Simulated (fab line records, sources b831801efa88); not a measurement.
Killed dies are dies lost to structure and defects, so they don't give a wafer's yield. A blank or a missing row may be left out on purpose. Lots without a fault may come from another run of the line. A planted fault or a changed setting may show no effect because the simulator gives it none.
Chamber matching | flow sky130 | SKY_METAL4_ETCH_17 on rie_diel-01: 4 sister chambers
The step etches SiO2 in C4F8/O2/Ar, stops on TiN, time 3.9 s, target depth 15 nm. 8 wafers are shown with their chamber, then 8 later ones without.

WAFERS WITH THEIR CHAMBER
wafer  | chamber | rf_fwd_power_W (W) | oes_product_au (a.u.)
L074.4 | 3       | 1471               | 0.756
L077.4 | 3       | 1472               | 0.752
L085.3 | 2       | 1466               | 0.752
L085.4 | 1       | 1458               | 0.751
L089.1 | 1       | 1466               | 0.743
L089.2 | 2       | 1465               | 0.746
L089.6 | 0       | 1476               | 0.757
L093.4 | 0       | 1464               | 0.762

WAFERS WITHOUT THEIR CHAMBER
wafer  | rf_fwd_power_W (W) | oes_product_au (a.u.)
L093.5 | 1472               | 0.752
L093.6 | 1463               | 0.748
L095.1 | 1473               | 0.747
L095.4 | 1467               | 0.760
L095.6 | 1457               | 0.760
L096.2 | 1465               | 0.752
L096.4 | 1468               | 0.745
L096.5 | 1470               | 0.752

WHICH CHAMBER EACH WENT THROUGH
wafer  | from the rows above               | in truth
L093.5 | can't be placed: 3 or 2 or 0 or 1 | 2
L093.6 | can't be placed: 1 or 2 or 3      | 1
L095.1 | can't be placed: 2 or 3 or 1 or 0 | 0
L095.4 | can't be placed: 0 or 3           | 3
L095.6 | can't be placed: 0 or 2 or 3 or 1 | 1
L096.2 | can't be placed: 2 or 1 or 3 or 0 | 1
L096.4 | can't be placed: 2 or 1 or 3      | 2
L096.5 | can't be placed: 3 or 2 or 0 or 1 | 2
Placed correctly: 0 of 8. Can't be placed from these rows: 8 (the true chamber is among the candidates in 8). Placed wrongly: 0.
How it was worked out, from the rows above alone: a wafer's distance from a chamber is the root of the sum, over the readings, of the square of ((its reading less the chamber's mean) divided by the reading's scatter). The wafer belongs to the nearest chamber; if the next one is less than 2 further off, it can't be placed. A chamber's mean is the mean of its shown wafers. The scatter: the root of (the sum of the squares of (reading less its chamber's mean) over the shown wafers, divided by (wafers less chambers)).
